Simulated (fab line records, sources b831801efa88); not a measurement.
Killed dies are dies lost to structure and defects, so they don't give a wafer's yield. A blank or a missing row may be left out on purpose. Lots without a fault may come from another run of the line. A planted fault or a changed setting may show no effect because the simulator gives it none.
Which tool did it? | flow gf180mcu | 6 lots, 18 wafers sampled, at 3 steps of a route of 602

WHAT THE GAUGES READ, wafer by wafer
GF_V2_OVL_MEAS_15.
lot  | measured     | on         | V2_OVL (nm)
L361 | day 21 09:04 | overlay-02 | -5 -7 -8
L364 | day 22 11:16 | overlay-01 | 0 10 0
L369 | day 24 09:26 | overlay-01 | -2 -2 -2
L374 | day 25 21:13 | overlay-01 | -10 -14 -9
L376 | day 26 14:58 | overlay-01 | -7 -5 -5
L380 | day 27 17:52 | overlay-01 | 5 9 5

WHICH TOOL RAN EACH LOT (tool, then ch and the chambers of the sampled wafers, then the start)
lot  | GF_V1_SPUTTER_21             | GF_V2_CMP_04
L361 | pvd_sputter-02, day 19 06:37 | cmp-01 ch 0,3, day 20 08:15
L364 | pvd_sputter-01, day 20 09:35 | cmp-01 ch 0,1, day 21 11:49
L369 | pvd_sputter-04, day 22 09:34 | cmp-01 ch 0,3, day 23 10:45
L374 | pvd_sputter-04, day 23 23:37 | cmp-01 ch 0,3, day 24 23:37
L376 | pvd_sputter-01, day 24 18:24 | cmp-02 ch 1,2,3, day 25 17:19
L380 | pvd_sputter-02, day 25 23:32 | cmp-02 ch 0,2,3, day 26 21:47
- GF_V1_SPUTTER_21: material Ti, target thk 15 nm, time 80.02 s.
- GF_V2_CMP_04: polishes SiO2.

THE ANSWER, worked out from the rows above alone
Rule: what is usual is taken from the lots themselves. Put in order of their means at a reading, lots are off if they are a third of the lots or fewer, leave a main group of 4 or more, and stand apart from it by a gap of 3 or more times the standard deviation of the main group's means; of several such gaps the widest counts. A main group whose means are all the same, to the digits that the tables above print for the reading, isn't used. A lot without any number at a reading at which 4 lots or more have one is off too. The other lots that the step has rows for count as sound.
No lot is off at any reading shown: from this, nothing can be told.

WHAT THE SIMULATOR HAD PUT IN
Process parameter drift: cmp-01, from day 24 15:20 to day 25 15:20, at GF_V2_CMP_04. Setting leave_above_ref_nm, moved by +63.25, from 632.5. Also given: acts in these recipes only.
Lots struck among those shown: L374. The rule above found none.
